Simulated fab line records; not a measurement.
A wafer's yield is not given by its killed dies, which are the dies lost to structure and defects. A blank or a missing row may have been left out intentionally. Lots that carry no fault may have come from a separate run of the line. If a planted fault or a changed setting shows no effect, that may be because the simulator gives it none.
Which tool did it? + flow gf180mcu + 7 lots with 21 wafers sampled at 4 steps, on a route of 602 steps

## WHAT THE GAUGES READ, wafer by wafer
GF_PASSIVATION_THK_MEAS_03.
| lot  | measured     | on           | PASSIVATION_CVD_02_THK (nm) |
|------|--------------|--------------|-----------------------------|
| L272 | day 27 23:35 | filmMetro-01 | 688 707 698                 |
| L277 | day 29 19:59 | filmMetro-01 | 681 676 687                 |
| L284 | day 32 08:19 | filmMetro-04 | 689 699 701                 |
| L286 | day 33 01:46 | filmMetro-01 | 685 692 704                 |
| L288 | day 33 11:59 | filmMetro-04 | 697 697 709                 |
| L291 | day 33 20:55 | filmMetro-01 | 702 694 717                 |
| L294 | day 34 14:22 | filmMetro-04 | 690 691 693                 |

## WHAT TOOL EACH LOT RAN ON (gives the tool, then ch and the chambers of the sampled wafers, and finally the start)
| lot  | GF_HV_LDD_ETCHBACK_58             | GF_MIM_SPUTTER_04           | GF_V5_SPUTTER_21            |
|------|-----------------------------------|-----------------------------|-----------------------------|
| L272 | rieDiel-01 ch 0,1,2, day 12 09:50 | pvdSputter-04, day 24 06:27 | pvdSputter-02, day 27 01:48 |
| L277 | rieDiel-04 ch 0,1,3, day 14 06:56 | pvdSputter-03, day 26 07:54 | pvdSputter-02, day 28 23:29 |
| L284 | rieDiel-01 ch 0,2,3, day 17 09:41 | pvdSputter-04, day 29 04:03 | pvdSputter-04, day 31 13:16 |
| L286 | rieDiel-01 ch 1,3, day 18 08:01   | pvdSputter-04, day 29 23:21 | pvdSputter-03, day 32 06:34 |
| L288 | rieDiel-02 ch 1,2,3, day 19 01:46 | pvdSputter-04, day 30 11:36 | pvdSputter-03, day 32 17:26 |
| L291 | rieDiel-04 ch 0,2,3, day 19 14:44 | pvdSputter-01, day 30 21:51 | pvdSputter-02, day 33 03:19 |
| L294 | rieDiel-04 ch 0,2,3, day 20 15:14 | pvdSputter-04, day 31 16:17 | pvdSputter-04, day 33 21:08 |
- GF_HV_LDD_ETCHBACK_58: etches Si3N4 in CH3F/O2, stops on SiO2, time 100 s, target depth 90 nm.
- GF_MIM_SPUTTER_04: material TiN, target thk 50 nm, time 41.7 s.
- GF_V5_SPUTTER_21: material Ti, target thk 15 nm, time 80.02 s.

## THE ANSWER, worked out from the rows above alone
Rule: usual is defined by the lots themselves. The widest of any qualifying gaps counts: lots, ordered by their means at a reading, are off when they make up no more than a third of the lots, leave a main group of 4 or more, and stand apart from it by 3 or more times the standard deviation of that group's means. The tables above print the reading to a certain number of digits; a main group whose means all agree to those digits is not used. A lot without any number at a reading at which 4 lots or more have one is off too. Any other lot the step has rows for is counted as sound.
No lot is off on any of the readings shown, so nothing can be concluded from this.

## WHAT WAS PUT IN BY THE SIMULATOR
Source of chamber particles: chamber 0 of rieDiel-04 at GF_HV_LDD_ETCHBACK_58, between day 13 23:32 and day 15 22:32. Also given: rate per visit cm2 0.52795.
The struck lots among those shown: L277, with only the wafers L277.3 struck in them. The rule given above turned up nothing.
